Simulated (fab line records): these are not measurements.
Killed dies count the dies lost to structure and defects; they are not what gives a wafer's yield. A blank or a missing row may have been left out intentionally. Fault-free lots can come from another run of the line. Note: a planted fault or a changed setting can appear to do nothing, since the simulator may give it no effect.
Struck lot and sound lot, side by side | flow sfqLine | 14 out of 325 route steps
Sound: wafers L554.2, L554.4, L554.5. Struck: wafers L557.3, L557.6 (left out: L557.2, a lot-mate that was not struck); the cause follows at the end.
Order at every step that has rows: each side's tool, ch and its chambers, its first start. Under that, the readings that differ: sound wafers | struck wafers | difference of the means | sigmas: that difference in standard deviations of wafers without a fault.
alike: a reading whose means differ by less than 2 such deviations, as well as words and numbers matching on both sides. not compared: withheld readings; readings where some wafer has no value; bounds like >300 that might hide an equal value; numbers whose values overlap and for which the record gives no deviation.
A row with sigmas, a row that says differs or no value, or rows on one side alone: a step with any of these is where the two part. Numbers that have no deviation but don't overlap get no sigmas and don't part them. Lack of a reading on every wafer of one side parts them only where that side has two or more wafers.

SFQ_TRILAYER_R5_DEP_SPUTTER_133: material MoNx, target thk 40 nm, time 66.7 s.
  sound on pvdSputter-03, day 62 10:46; struck on pvdSputter-05, day 63 01:46
  alike: chamberPressurePa, throttleValvePct
SFQ_TRILAYER_R5_DEP_SPUTTER_134: material Ti, target thk 5 nm, time 5 s.
  sound on pvdSputter-03, day 62 10:50; struck on pvdSputter-05, day 63 01:50
  alike: chamberPressurePa, throttleValvePct
SFQ_R5_RS_MEAS_933: measurement is done with a four-point probe.
  sound on filmMetro-03, day 62 10:52; struck on filmMetro-01, day 63 01:52
  alike: R5_MONX_RS
SFQ_R5_THK_MEAS_934: measures by xrf.
  sound on filmMetro-03, day 62 10:59; struck on filmMetro-01, day 63 01:59
  alike: R5_MONX_THK
then, 6 steps without rows for these wafers: SFQ_TRILAYER_R5_LITHO_COAT_141 (resist thk 62 nm); SFQ_TRILAYER_R5_LITHO_COAT_136 (resist thk 600 nm); SFQ_TRILAYER_R5_LITHO_SOFTBAKE_140; SFQ_TRILAYER_R5_LITHO_EXPOSE_137 (exposes mask R5, target cd 500 nm); SFQ_TRILAYER_R5_LITHO_PEB_139 (peb time 60 s); SFQ_TRILAYER_R5_LITHO_DEVELOP_138 (time 60 s).
-- the record jumps here: 5 days lie between the struck wafers' starts before and after --
SFQ_R5_OVL_MEAS_935:
  sound on overlay-02, day 67 00:23; struck on overlay-02, day 67 17:11
  alike: R5_OVL
SFQ_TRILAYER_R5_BARC_OPEN_METAL_ETCH_177: etches BARC in O2, target depth 125 nm, time 41.7 s.
  sound on rieMetal-03 ch 0, day 67 00:26; struck on rieMetal-04 ch 0,1, day 67 17:13
  alike: drypumpMotorCurrentA, oesProductAu
  not compared: rfHoursCounterH
SFQ_TRILAYER_R5_ETCH_METAL_ETCH_139: etches the open film in Cl2, stops on SiO2, target depth 60 nm, time 40 s.
  sound on rieMetal-03 ch 0, day 67 00:34; struck on rieMetal-04 ch 0,1, day 67 17:17
reading                                                     | sound             | struck      | difference | sigmas
model.KrF_of_TRILAYER_R5_LITHO_COAT_136.thkNm (nm)          | 500.9 500.1 501.6 | 483.5 480.5 | -18.9      | 
model.Nb_of_TRILAYER_JJ_TRILAYER_DEP_SPUTTER_112.thkNm (nm) | 161.3 161.9 161.9 | 150.1 149.4 | -12.0      | 
  alike: drypumpMotorCurrentA, oesProductAu
  not compared: rfHoursCounterH
SFQ_TRILAYER_R5_STRIP_STRIP_140: strips in O2.
  sound on rieMetal-03 ch 0, day 67 00:52; struck on rieMetal-04 ch 0,1, day 67 17:20
  alike: drypumpMotorCurrentA, oesProductAu
  not compared: rfHoursCounterH

== WHERE THEY PART ==
Nowhere in this record.

WHY: what the simulator had put in
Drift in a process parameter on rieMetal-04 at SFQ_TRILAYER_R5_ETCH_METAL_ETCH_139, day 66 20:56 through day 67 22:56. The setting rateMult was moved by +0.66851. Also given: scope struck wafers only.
